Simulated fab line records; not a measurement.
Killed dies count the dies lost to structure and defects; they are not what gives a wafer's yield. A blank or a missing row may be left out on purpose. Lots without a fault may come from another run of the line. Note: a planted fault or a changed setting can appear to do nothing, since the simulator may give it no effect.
fab line records	flow sfq-line
[record] lots = 6	wafers = 16	last-day = 92
route steps=325 shown I3@140 M4@148
lots that met no fault: from a run of the same line without faults
start-h: the number of hours between the record's first day and the start of the first shown wafer of the lot	wait-h: hours from the lot's prior step to this one	" unchanged from the row above	L1.1+2: a single row standing in for several wafers	- either no value or no given start	* or withheld: withheld	< > ~ a bound
route shown NAME@n: a module of which the file shows steps, and the number in the route of the first	usual: mean and standard deviation over wafers with no fault	same: alike in all rows	chamber/n: place in a boat	sites: per-site readings	_std_site: how widely they spread, as a standard deviation	_edge_site: mean of outer sites minus mean of inner sites	radius-mm: for every site, how far away it sits from the centre of the wafer	mask NAME#n: copy n	behind: tool/chamber where the wafer was last shaped	hold: why the lot was held/for how many hours/how that ended	device: the transistor (n, p or np) that didn't switch	end of line: tests of these same wafers at the route's end	where a step has no rows: the recipe by itself	killed: not the wafer's yield, but the dies lost to structure and defects at the first sort	map: shows each die of a wafer: x if killed, . if not, _ if none is there
set.NAME: the setting the step ran with; set.NAME@STEP: the setting that earlier step ran with	model.NAME: the simulator's own value behind a step, which no gauge read
lots at some steps of the route; a table a step, a row a wafer
services: when a tool's chamber went out of use (start-h, in hours from the record's first day, below 0 if earlier), for how many hours, and the reason
[[steps]]
[step SFQ_TRILAYER_I3_VIA_LITHO_EXPOSE_086]
[recipe] mask-id = I3	na = 0.6	source-shape = conventional	sigma-outer = 0.65	target-cd-nm = 500	dose-mj = 21.3
[step SFQ_TRILAYER_I3_VIA_LITHO_PEB_088]
[recipe] peb-temp-c = 115	peb-time-s = 60	resist = KrF
[step SFQ_TRILAYER_I3_VIA_LITHO_DEVELOP_087]
[recipe] time-s = 60	resist = KrF
[step SFQ_I3_OVL_MEAS_923]
[usual] I3_OVL = -2/5.9
lot.wafer	tool	chamber	start-h	wait-h	I3_OVL[nm]
L102.1	overlay-01	-	1047.44	0.1	0
L102.5	"	-	"	"	-3
L102.6	"	-	"	"	13
L108.4	overlay-01	-	1317.55	0.1	-1
L108.5	"	-	"	"	7
L108.6	"	-	"	"	1
L109.2	overlay-01	-	1327.14	0.1	-7
L109.5	"	-	"	"	0
L109.6	"	-	"	"	-8
L118.5	overlay-01	-	1351.16	0.0	-1
L118.6	"	-	"	"	4
L120.3	overlay-01	-	1358.34	0.1	-1
L120.6	"	-	"	"	-7
L122.1	overlay-02	-	1366.86	0.1	-3
L122.5	"	-	"	"	-3
L122.6	"	-	"	"	-2
[step SFQ_TRILAYER_I3_VIA_BARC_OPEN_VIA_ETCH_121]
[recipe] mask-material = PR	chemistry = O2	target-depth-nm = 125	target = BARC	source-w = 500	bias-w = 80	pressure-mtorr = 30	time-s = 41.7
[usual] drypump-motor-current-A = 5.5/0.48	oes-product-au = 0.686/0.0051
lot.wafer	tool	chamber	start-h	wait-h	drypump-motor-current-A	oes-product-au	rf-hours-counter-h
L102.1	rie-diel-04	0	1047.47	0.0	5.7	0.686	1
L102.5	"	3	"	"	6.0	0.679	-
L102.6	"	2	"	"	5.3	0.697	-
L108.4	rie-diel-04	3	1317.57	0.0	6.0	0.679	9
L108.5	"	0	"	"	5.7	0.688	-
L108.6	"	3	"	"	6.0	0.694	-
L109.2	rie-diel-04	3	1327.17	0.0	6.1	0.689	9
L109.5	"	2	"	"	5.3	0.684	-
L109.6	"	3	"	"	6.0	0.689	-
L118.5	rie-diel-02	3	1351.19	0.0	5.8	0.694	-
L118.6	"	0	"	"	5.5	0.680	-
L120.3	rie-diel-03	1	1358.37	0.0	5.0	0.686	7
L120.6	"	1	"	"	5.0	0.683	-
L122.1	rie-diel-04	3	1366.89	0.0	6.1	0.689	10
L122.5	"	2	"	"	5.3	0.683	-
L122.6	"	1	"	"	5.4	0.686	-
[step SFQ_TRILAYER_I3_VIA_ETCH_VIA_ETCH_088]
[recipe] target = SiO2	stop-on = Nb	mask-material = PR	taper-deg = 20	chemistry = CHF3	target-depth-nm = 260	source-w = 500	bias-w = 80	pressure-mtorr = 30	time-s = withheld
[usual] drypump-motor-current-A = 5.5/0.48	oes-product-au = 0.854/0.0053
lot.wafer	tool	chamber	start-h	wait-h	drypump-motor-current-A	oes-product-au
L102.1	rie-diel-04	0	1047.51	0.0	5.7	0.856
L102.5	"	3	"	"	6.0	0.851
L102.6	"	2	"	"	5.4	0.861
L108.4	rie-diel-04	3	1317.61	0.0	6.1	0.857
L108.5	"	0	"	"	5.7	0.848
L108.6	"	3	"	"	6.1	0.848
L109.2	rie-diel-04	3	1327.21	0.0	6.1	0.850
L109.5	"	2	"	"	5.3	0.859
L109.6	"	3	"	"	6.0	0.859
L118.5	rie-diel-02	3	1351.26	0.1	5.8	0.848
L118.6	"	0	"	"	5.5	0.859
L120.3	rie-diel-03	1	1358.41	0.0	5.0	0.855
L120.6	"	1	"	"	5.0	0.856
L122.1	rie-diel-04	3	1366.93	0.0	6.1	0.858
L122.5	"	2	"	"	5.3	0.856
L122.6	"	1	"	"	5.4	0.845
[step SFQ_TRILAYER_I3_VIA_STRIP_STRIP_089]
[recipe] gas = O2	power-w = 200	platen-temp-c = 40	overash-fraction = 0.65	chemistry = O2	pressure-mtorr = 50
[usual] drypump-motor-current-A = 5.9/0.46	oes-product-au = 0.999/0.012
lot.wafer	tool	chamber	start-h	wait-h	drypump-motor-current-A	oes-product-au	rf-hours-counter-h
L102.1	rie-metal-01	0	1047.63	-	6.0	1.010	99
L102.5	"	0	"	"	6.0	1.005	-
L102.6	"	1	"	"	6.1	0.995	-
L108.4	rie-metal-01	1	1317.92	-	6.1	0.977	-
L108.5	"	0	"	"	5.9	1.016	-
L108.6	"	1	"	"	6.1	0.987	-
L109.2	rie-metal-04	1	1327.32	-	5.2	1.010	44
L109.5	"	0	"	"	6.4	0.993	-
L109.6	"	1	"	"	5.1	1.004	-
L118.5	rie-metal-04	0	1351.72	-	6.4	0.988	-
L118.6	"	1	"	"	5.2	1.000	-
L120.3	rie-metal-01	1	1358.72	-	6.1	0.999	-
L120.6	"	1	"	"	6.1	0.988	-
L122.1	rie-metal-01	0	1367.05	-	5.9	1.018	14
L122.5	"	0	"	"	5.9	1.014	-
L122.6	"	1	"	"	6.1	0.999	-
[step SFQ_TRILAYER_I3_VIA_STRIP_SOLV_CLEAN_090]
[recipe] chemistry = NMP	temp-c = 70	time-s = 600
[step SFQ_TRILAYER_M4_DEP_PRE_CLEAN_092]
[recipe] gas = Ar	time-s = 22.5	bias-v = 250
[step SFQ_TRILAYER_M4_DEP_SPUTTER_091]
[recipe] material = Nb	base-pressure-pa = 1.33e-06	chamber-pressure-pa = 0.1333	substrate-temp-c = 20	resputter-cathode-voltage-v = 400	target-thk-nm = 200	power-w = 2000	time-s = 133.3
[usual] substrate-temp-c = 19.99/0.1	throttle-valve-pct = 29.8/0.73
lot.wafer	tool	chamber	start-h	wait-h	substrate-temp-c	throttle-valve-pct
L102.1	pvd-sputter-04	-	1048.61	0.0	20.10	30.6
L102.5	"	-	"	"	20.02	30.6
L102.6	"	-	"	"	20.01	30.4
L108.4	pvd-sputter-05	-	1318.52	0.0	20.11	29.8
L108.5	"	-	"	"	20.11	29.4
L108.6	"	-	"	"	19.94	30.2
L109.2	pvd-sputter-05	-	1328.12	0.0	19.99	29.4
L109.5	"	-	"	"	19.72	29.8
L109.6	"	-	"	"	20.08	28.6
L118.5	pvd-sputter-05	-	1352.17	0.0	19.96	30.0
L118.6	"	-	"	"	19.96	29.7
L120.3	pvd-sputter-05	-	1359.32	0.0	20.03	29.9
L120.6	"	-	"	"	19.94	28.4
L122.1	pvd-sputter-04	-	1367.85	0.0	19.97	30.4
L122.5	"	-	"	"	19.95	30.6
L122.6	"	-	"	"	19.81	30.4
[step SFQ_M4_RS_MEAS_924]
[recipe] thk-meas-gauge = four-point-probe	reads = Nb_of_TRILAYER_M4_DEP_SPUTTER_091
[usual] M4_NB_RS = 0.893/0.008
lot.wafer	tool	chamber	start-h	wait-h	M4_NB_RS[ohm/sq]
L102.1	film-metro-03	-	1048.70	0.0	0.897
L102.5	"	-	"	"	0.907
L102.6	"	-	"	"	0.903
L108.4	film-metro-02	-	1318.68	0.1	0.892
L108.5	"	-	"	"	0.899
L108.6	"	-	"	"	0.898
L109.2	film-metro-01	-	1328.24	0.1	0.885
L109.5	"	-	"	"	0.890
L109.6	"	-	"	"	0.896
L118.5	film-metro-03	-	1352.30	0.1	0.894
L118.6	"	-	"	"	0.899
L120.3	film-metro-03	-	1359.46	0.1	0.888
L120.6	"	-	"	"	0.884
L122.1	film-metro-03	-	1367.94	0.0	0.891
L122.5	"	-	"	"	0.894
L122.6	"	-	"	"	0.906
[step SFQ_TRILAYER_M4_LITHO_COAT_098]
[recipe] resist = BARC	spin-rpm = 3000	resist-thk-nm = 62
[usual] resist-line-temp-C = 22.98/0.11
lot.wafer	tool	chamber	start-h	wait-h	resist-line-temp-C	model.BARC_of_TRILAYER_M4_LITHO_COAT_098.thk-nm
L102.1	litho-track-03	0	1048.88	0.1	22.92	61.58
L102.5	"	0	"	"	23.12	61.78
L102.6	"	0	"	"	22.97	61.72
L108.4	litho-track-03	0	1318.95	0.2	23.07	62.21
L108.5	"	0	"	"	23.02	62.28
L108.6	"	0	"	"	23.23	62.37
L109.2	litho-track-02	0	1328.45	0.1	22.88	61.68
L109.5	"	0	"	"	22.91	61.75
L109.6	"	0	"	"	22.92	61.69
L118.5	litho-track-02	0	1352.60	0.2	22.98	62.01
L118.6	"	0	"	"	23.04	58.02
L120.3	litho-track-02	0	1359.70	0.1	23.19	58.09
L120.6	"	0	"	"	23.07	58.13
L122.1	litho-track-01	0	1368.12	0.1	22.95	61.87
L122.5	"	0	"	"	23.06	62.11
L122.6	"	0	"	"	22.89	61.9
[step SFQ_TRILAYER_M4_LITHO_COAT_093]
[recipe] resist = KrF	spin-rpm = 3000	resist-thk-nm = 600
[step SFQ_TRILAYER_M4_LITHO_SOFTBAKE_097]
[recipe] temp-c = withheld	time-s = withheld	resist = KrF
[step SFQ_TRILAYER_M4_LITHO_EXPOSE_094]
[recipe] mask-id = M4	na = 0.6	source-shape = conventional	sigma-outer = 0.65	target-cd-nm = 500	dose-mj = 14.4
[step SFQ_TRILAYER_M4_LITHO_PEB_096]
[recipe] peb-temp-c = 115	peb-time-s = 60	resist = KrF
[step SFQ_TRILAYER_M4_LITHO_DEVELOP_095]
[recipe] time-s = 60	resist = KrF
[step SFQ_M4_OVL_MEAS_926]
[usual] M4_OVL = -2/5.6
lot.wafer	tool	chamber	start-h	wait-h	M4_OVL[nm]
L102.1	overlay-01	-	1176.27	0.1	0
L102.5	"	-	"	"	3
L102.6	"	-	"	"	-1
L108.4	overlay-01	-	1448.32	0.1	2
L108.5	"	-	"	"	4
L108.6	"	-	"	"	8
L109.2	overlay-01	-	1459.36	0.1	-12
L109.5	"	-	"	"	-9
L109.6	"	-	"	"	-11
L118.5	overlay-02	-	1479.77	0.0	8
L118.6	"	-	"	"	-5
L120.3	overlay-01	-	1484.56	0.1	-4
L120.6	"	-	"	"	-11
L122.1	overlay-01	-	1491.75	0.1	8
L122.5	"	-	"	"	2
L122.6	"	-	"	"	5
[step SFQ_TRILAYER_M4_BARC_OPEN_METAL_ETCH_123]
[recipe] mask-material = PR	chemistry = O2	target-depth-nm = 125	target = BARC	icp-w = 600	bias-w = 80	pressure-mtorr = 10	time-s = 41.7
[usual] drypump-motor-current-A = 6.07/0.28	oes-product-au = 0.685/0.0046
lot.wafer	tool	chamber	start-h	wait-h	drypump-motor-current-A	oes-product-au	rf-hours-counter-h	model.etch.depth-nm
L102.1	rie-metal-01	1	1176.30	0.0	6.07	0.684	77	61.58
L102.5	"	0	"	"	5.99	0.673	-	61.78
L102.6	"	1	"	"	6.11	0.683	-	61.72
L108.4	rie-metal-03	0	1448.36	0.0	6.61	0.685	-	62.21
L108.5	"	0	"	"	6.59	0.683	-	62.28
L108.6	"	1	"	"	5.73	0.681	-	62.37
L109.2	rie-metal-03	0	1459.39	0.0	6.60	0.688	63	61.68
L109.5	"	0	"	"	6.59	0.687	-	61.75
L109.6	"	1	"	"	5.73	0.686	-	61.69
L118.5	rie-metal-03	1	1479.83	0.0	5.73	0.675	-	62.01
L118.6	"	0	"	"	6.61	0.666	-	58.02
L120.3	rie-metal-03	1	1484.61	0.0	5.75	0.671	-	58.09
L120.6	"	1	"	"	5.73	0.665	-	58.13
L122.1	rie-metal-03	1	1491.79	0.0	5.74	0.680	64	61.87
L122.5	"	0	"	"	6.61	0.694	-	62.11
L122.6	"	1	"	"	5.71	0.689	-	61.9
[step SFQ_TRILAYER_M4_ETCH_METAL_ETCH_096]
[recipe] target = Nb	stop-on = SiO2	mask-material = PR	chemistry = Cl2/Ar	target-depth-nm = 240	icp-w = 600	bias-w = 80	pressure-mtorr = 10	time-s = 120
[usual] drypump-motor-current-A = 6.07/0.27	oes-product-au = 0.892/0.0066
lot.wafer	tool	chamber	start-h	wait-h	drypump-motor-current-A	oes-product-au	rf-hours-counter-h
L102.1	rie-metal-01	1	1176.36	0.0	6.09	0.890	77
L102.5	"	0	"	"	5.96	0.894	-
L102.6	"	1	"	"	6.09	0.882	-
L108.4	rie-metal-03	0	1448.44	0.1	6.55	0.891	-
L108.5	"	0	"	"	6.58	0.882	-
L108.6	"	1	"	"	5.74	0.885	-
L109.2	rie-metal-03	0	1459.45	0.0	6.57	0.895	63
L109.5	"	0	"	"	6.56	0.893	-
L109.6	"	1	"	"	5.72	0.884	-
L118.5	rie-metal-03	1	1479.93	0.1	5.71	0.890	-
L118.6	"	0	"	"	6.59	0.895	-
L120.3	rie-metal-03	1	1484.69	0.1	5.72	0.895	-
L120.6	"	1	"	"	5.74	0.900	-
L122.1	rie-metal-03	1	1491.85	0.0	5.75	0.882	64
L122.5	"	0	"	"	6.54	0.882	-
L122.6	"	1	"	"	5.73	0.885	-
[[services]]
tool	chamber	start-h	hours	kind
rie-metal-01	-	1062.38	2.8	pm
rie-metal-04	-	1066.12	14.6	pm
rie-metal-04	1	1112.87	2.2	repair
pvd-sputter-05	-	1121.14	3.8	repair
pvd-sputter-04	-	1138.19	2.5	repair
rie-diel-04	0	1169.33	4.0	repair
rie-metal-01	-	1178.15	0.6	repair
pvd-sputter-04	-	1189.09	1.5	repair
rie-diel-04	2	1203.09	1.5	repair
rie-metal-04	-	1222.35	2.8	pm
rie-metal-04	1	1236.04	1.1	repair
pvd-sputter-04	-	1294.94	0.5	repair
rie-metal-03	-	1336.54	19.0	repair
rie-diel-04	3	1360.64	6.1	repair
pvd-sputter-05	-	1361.73	1.2	repair
rie-metal-03	0	1364.10	6.9	repair
pvd-sputter-05	-	1366.05	3.1	repair
rie-diel-04	-	1393.45	11.6	repair
rie-metal-01	1	1406.15	2.0	repair
rie-metal-01	0	1413.45	4.8	repair
rie-metal-04	-	1414.73	2.6	repair
rie-metal-04	-	1427.80	0.6	repair
rie-diel-04	2	1429.56	5.9	repair
rie-diel-04	1	1441.59	14.1	repair
[[key]]
[first-sign] step = SFQ_TRILAYER_M4_BARC_OPEN_METAL_ETCH_123	reading = oes-product-au	direction = down	sigmas = 4	usual = 0.685	struck = 0.667
effect none on later readings
[model-effect] step = SFQ_TRILAYER_M4_LITHO_COAT_098	value = BARC_of_TRILAYER_M4_LITHO_COAT_098.thk-nm	without = 62.11	struck = 58.08
[model-effect] step = SFQ_TRILAYER_M4_BARC_OPEN_METAL_ETCH_123	value = etch.depth-nm	without = 62.11	struck = 58.08
met-at SFQ_TRILAYER_M4_LITHO_COAT_098
struck-wafers L118.6,L120.3,L120.6
onset-between 1328.45 1352.60
[fault] kind = process-parameter-drift	tool = litho-track-02	chamber = -	onset-h = 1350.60	steps = SFQ_TRILAYER_M4_LITHO_COAT_098	channel = resist-thk-nm	offset = -4.0232	shape = step	end-h = 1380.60	scope = struck-wafers-only	acts-in = these-recipes-only	stated = 62
